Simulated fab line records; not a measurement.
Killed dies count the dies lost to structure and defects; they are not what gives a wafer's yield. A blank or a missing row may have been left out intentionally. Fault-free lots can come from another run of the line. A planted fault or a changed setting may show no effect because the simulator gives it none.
fab line records	flow sky130	part 2 of 2: steps 33 to 42 of 42
[record] lots = 5	wafers = 15	last_day = 49
route steps=708 shown RES_XHIGH@336 SD_N@342 SD_P@359 SALICIDE@361 LI_CONTACT@362
lots untouched by any fault: they come from a run of this same line in which no faults occurred
start_h: start of the lot's first displayed wafer, in hours after the record's first day	wait_h: time in hours since the lot's previous step	" same as the row above	L1.1+2: one row covering several wafers at once	- no value, or no start given	* or withheld: withheld	< > ~ a bound
route shown NAME@n: a module of which the file shows steps, and the number in the route of the first	usual: mean/standard deviation taken from wafers without a fault	same: alike in all rows	chamber/n: place in a boat	sites: readings site by site	_std_site: the values' standard deviation	_edge_site: mean of outer sites minus mean of inner sites	radius_mm: for every site, how far away it sits from the centre of the wafer	mask NAME#n: copy n	behind: tool/chamber where the wafer was last shaped	hold: why the lot went on hold/how many hours it stayed there/how the hold came to an end	device: the transistor (n, p or np) that didn't switch	end of line: the route-end tests of the same wafers	a step given without rows: its recipe and nothing more	killed: the dies lost at the first sort to structure and to defects; this is not the yield of the wafer	map: per-die view of a wafer (x killed, . not killed, _ where there is no die)
set.NAME: the setting as run; set.NAME@STEP: as run at that earlier step	model.NAME: the simulator's own value behind a step, which no gauge read
lots seen at some steps along the route; tables by step, rows by wafer
services: from which hour (start_h, from the record's first day; less than 0 if before it) a tool's chamber was out of use, for how many hours, and why
[[steps]]
[step SKY_LI_CONTACT_COAT_07]
[recipe] resist = KrF-thick	spin_rpm = 3000	resist_thk_nm = 450
lot.wafer	tool	chamber	start_h	wait_h
L074.2+3+5	litho_track-03	0	-	-
L075.2+5+6	litho_track-03	0	-	-
L081.1+3+6	litho_track-03	0	-	-
L083.1+2+4	litho_track-01	0	-	-
L091.2+4+5	litho_track-04	0	-	-
[step SKY_LI_CONTACT_SOFTBAKE_08]
[recipe] temp_c = 100	time_s = 90	resist = KrF-thick
lot.wafer	tool	chamber	start_h	wait_h
L074.2+3+5	litho_track-03	0	-	-
L075.2+5+6	litho_track-03	0	-	-
L081.1+3+6	litho_track-03	0	-	-
L083.1+2+4	litho_track-01	0	-	-
L091.2+4+5	litho_track-04	0	-	-
[step SKY_LI_CONTACT_EXPOSE_09]
[recipe] mask_id = LICM1	na = 0.8	source_shape = annular	sigma_inner = 0.55	sigma_outer = 0.85	target_cd_nm = 170	dose_mj = 38
[usual] exposure_dose_mJ_cm2 = 37.97/0.043
lot.wafer	tool	chamber	start_h	wait_h	mask	exposure_dose_mJ_cm2
L074.2	krf_scanner-02	0	-	-	LICM1#0	38.01
L074.3	"	0	"	"	LICM1#0	38.04
L074.5	"	0	"	"	LICM1#0	37.98
L075.2	krf_scanner-02	0	-	-	LICM1#0	38.05
L075.5	"	0	"	"	LICM1#0	37.94
L075.6	"	0	"	"	LICM1#0	38.00
L081.1	krf_scanner-01	0	-	-	LICM1#0	37.99
L081.3	"	0	"	"	LICM1#0	38.03
L081.6	"	0	"	"	LICM1#0	37.98
L083.1	krf_scanner-02	0	-	-	LICM1#0	37.95
L083.2	"	0	"	"	LICM1#0	38.00
L083.4	"	0	"	"	LICM1#0	37.96
L091.2	krf_scanner-02	0	-	-	LICM1#0	37.95
L091.4	"	0	"	"	LICM1#0	37.96
L091.5	"	0	"	"	LICM1#0	37.94
[step SKY_LI_CONTACT_PEB_10]
[recipe] peb_temp_c = withheld	peb_time_s = withheld	resist = KrF-thick
lot.wafer	tool	chamber	start_h	wait_h
L074.2+3+5	litho_track-03	0	-	-
L075.2+5+6	litho_track-03	0	-	-
L081.1+3+6	litho_track-03	0	-	-
L083.1+2+4	litho_track-01	0	-	-
L091.2+4+5	litho_track-04	0	-	-
[step SKY_LI_CONTACT_DEVELOP_11]
[recipe] develop_time_s = 60	resist = KrF-thick	dev_temp_c = 21
lot.wafer	tool	chamber	start_h	wait_h
L074.2+3+5	litho_track-03	0	-	-
L075.2+5+6	litho_track-03	0	-	-
L081.1+3+6	litho_track-03	0	-	-
L083.1+2+4	litho_track-01	0	-	-
L091.2+4+5	litho_track-04	0	-	-
[step SKY_LI_CONTACT_CD_MEAS_12]
[recipe] target_cd_nm = 170
[usual] cd_nm = 169.3/1.5
lot.wafer	tool	chamber	start_h	wait_h	cd_nm
L074.2	cd_sem-02	-	667.87	-	168.0
L074.3	"	-	"	"	167.6
L074.5	"	-	"	"	168.9
L075.2	cd_sem-01	-	678.02	-	168.5
L075.5	"	-	"	"	167.3
L075.6	"	-	"	"	166.9
L081.1	cd_sem-01	-	733.55	-	169.0
L081.3	"	-	"	"	169.2
L081.6	"	-	"	"	169.6
L083.1	cd_sem-02	-	749.19	-	168.2
L083.2	"	-	"	"	167.6
L083.4	"	-	"	"	169.3
L091.2	cd_sem-01	-	808.64	-	169.1
L091.4	"	-	"	"	168.0
L091.5	"	-	"	"	168.4
[step SKY_LI_CONTACT_OVL_MEAS_13]
[usual] LI_CONTACT_OVL = 4/4.4
lot.wafer	tool	chamber	start_h	wait_h	LI_CONTACT_OVL[nm]
L074.2	overlay-01	-	667.97	0.1	-2
L074.3	"	-	"	"	1
L074.5	"	-	"	"	3
L075.2	overlay-02	-	678.12	0.1	4
L075.5	"	-	"	"	4
L075.6	"	-	"	"	6
L081.1	overlay-01	-	733.67	0.1	11
L081.3	"	-	"	"	13
L081.6	"	-	"	"	8
L083.1	overlay-02	-	749.31	0.1	8
L083.2	"	-	"	"	10
L083.4	"	-	"	"	11
L091.2	overlay-02	-	808.74	0.1	-1
L091.4	"	-	"	"	2
L091.5	"	-	"	"	2
[step SKY_LI_CONTACT_ETCH_14]
[recipe] chemistry = N2/H2	target = BARC	ion_energy_ev = 200	source_w = 500	bias_w = 100	pressure_mtorr = 30	n2_flow_sccm = 100	h2_flow_sccm = 200	stop_on = SiO2	time_s = 45.9	target_depth_a = 600
[usual] drypump_motor_current_A = 5.9/0.66	oes_product_au = 0.854/0.0045	throttle_valve_pct = 13.224/0.0092
lot.wafer	tool	chamber	start_h	wait_h	drypump_motor_current_A	oes_product_au	rf_hours_counter_h	throttle_valve_pct
L074.2	rie_diel-03	0	668.00	0.0	5.9	0.848	3	13.218
L074.3	"	2	"	"	5.3	0.849	9	13.206
L074.5	"	2	"	"	5.3	0.852	-	13.219
L075.2	rie_diel-04	0	678.15	0.0	5.8	0.859	2	13.229
L075.5	"	2	"	"	6.8	0.849	-	13.229
L075.6	"	3	"	"	5.1	0.859	-	13.214
L081.1	rie_diel-04	3	733.70	0.0	5.1	0.861	10	13.245
L081.3	"	2	"	"	6.8	0.858	1	13.236
L081.6	"	1	"	"	6.8	0.848	-	13.212
L083.1	rie_diel-02	3	749.34	0.0	5.6	0.857	0	13.227
L083.2	"	0	"	"	5.0	0.851	5	13.222
L083.4	"	1	"	"	6.0	0.860	14	13.236
L091.2	rie_diel-04	3	808.77	0.0	5.1	0.855	12	13.216
L091.4	"	1	"	"	6.8	0.851	10	13.225
L091.5	"	2	"	"	6.8	0.855	-	13.231
[step SKY_LI_CONTACT_ETCH_15]
[recipe] target = PSG	chemistry = C4F8/O2/Ar	stop_on = Si	taper_deg = 4.15	mask_material = KrF-thick	source_w = 1500	bias_w = 1200	pressure_mtorr = 40	c4f8_flow_sccm = withheld	O2_flow_sccm = 6	Ar_flow_sccm = 300	time_s = withheld	target_depth_a = 6000
[usual] oes_product_au = 0.836/0.0046
lot.wafer	tool	chamber	start_h	wait_h	oes_product_au
L074.2	rie_diel-03	0	668.04	0.0	0.842
L074.3	"	2	"	"	0.833
L074.5	"	2	"	"	0.836
L075.2	rie_diel-04	0	678.19	0.0	0.840
L075.5	"	2	"	"	0.829
L075.6	"	3	"	"	0.840
L081.1	rie_diel-04	3	733.74	0.0	0.835
L081.3	"	2	"	"	0.826
L081.6	"	1	"	"	0.835
L083.1	rie_diel-02	3	749.39	0.0	0.833
L083.2	"	0	"	"	0.832
L083.4	"	1	"	"	0.843
L091.2	rie_diel-04	3	808.81	0.0	0.835
L091.4	"	1	"	"	0.835
L091.5	"	2	"	"	0.830
[step SKY_LI_CONTACT_STRIP_16]
[recipe] chemistry = O2/N2	power_w = 1400	pressure_mtorr = 1500	platen_temp_c = withheld	o2_flow_sccm = 3000	n2_flow_sccm = 300	overash_fraction = 0.5
[usual] drypump_motor_current_A = 6.0/0.38	oes_product_au = 0.376/0.0048	strip_time_to_endpoint_s = 3.50/0.036
[same] overash_fraction = 0.5
lot.wafer	tool	chamber	start_h	wait_h	drypump_motor_current_A	oes_product_au	rf_hours_counter_h	strip_time_to_endpoint_s
L074.2	plasma_asher-02	1	668.13	-	5.5	0.385	53	3.51
L074.3	"	0	"	"	5.9	0.374	-	3.48
L074.5	"	1	"	"	5.5	0.378	-	3.49
L075.2	plasma_asher-03	0	678.28	-	6.3	0.375	95	3.49
L075.5	"	1	"	"	5.7	0.373	-	3.54
L075.6	"	0	"	"	6.3	0.376	-	3.51
L081.1	plasma_asher-04	0	733.83	-	6.6	0.379	91	3.49
L081.3	"	1	"	"	5.8	0.377	-	3.56
L081.6	"	1	"	"	5.7	0.386	-	3.54
L083.1	plasma_asher-03	1	749.47	-	5.7	0.378	1	3.44
L083.2	"	0	"	"	6.3	0.372	1	3.46
L083.4	"	1	"	"	5.7	0.374	-	3.49
L091.2	plasma_asher-03	1	808.90	-	5.7	0.374	7	3.44
L091.4	"	1	"	"	5.8	0.377	-	3.48
L091.5	"	0	"	"	6.3	0.366	-	3.48
[[services]]
tool	chamber	start_h	hours	kind
implanter-02	-	576.07	6.2	pm
krf_scanner-02	-	585.01	0.8	pm
krf_scanner-02	-	586.79	0.4	repair
hdpcvd-02	-	590.05	4.3	pm
rie_diel-04	1	599.84	4.2	repair
hdpcvd-02	-	601.14	28.1	pm
implanter-01	-	607.43	3.7	repair
plasma_asher-03	-	608.47	2.8	pm
iline_stepper-02	-	616.81	1.7	pm
rie_diel-04	2	618.61	1.5	repair
iline_stepper-01	-	626.45	1.7	pm
implanter-01	-	629.07	2.2	repair
plasma_asher-03	-	639.00	1.9	repair
hdpcvd-02	-	650.75	15.0	pm
rie_diel-04	0	663.37	5.6	repair
rie_diel-04	-	664.86	0.2	repair
rie_diel-04	1	668.17	1.3	repair
iline_stepper-01	-	694.68	2.1	pm
iline_stepper-02	-	699.78	4.4	pm
implanter-01	-	710.63	1.6	repair
rie_diel-04	0	713.98	2.6	repair
plasma_asher-03	-	733.75	9.0	pm
iline_stepper-02	-	765.00	2.1	pm
iline_stepper-02	-	778.88	28.9	pm
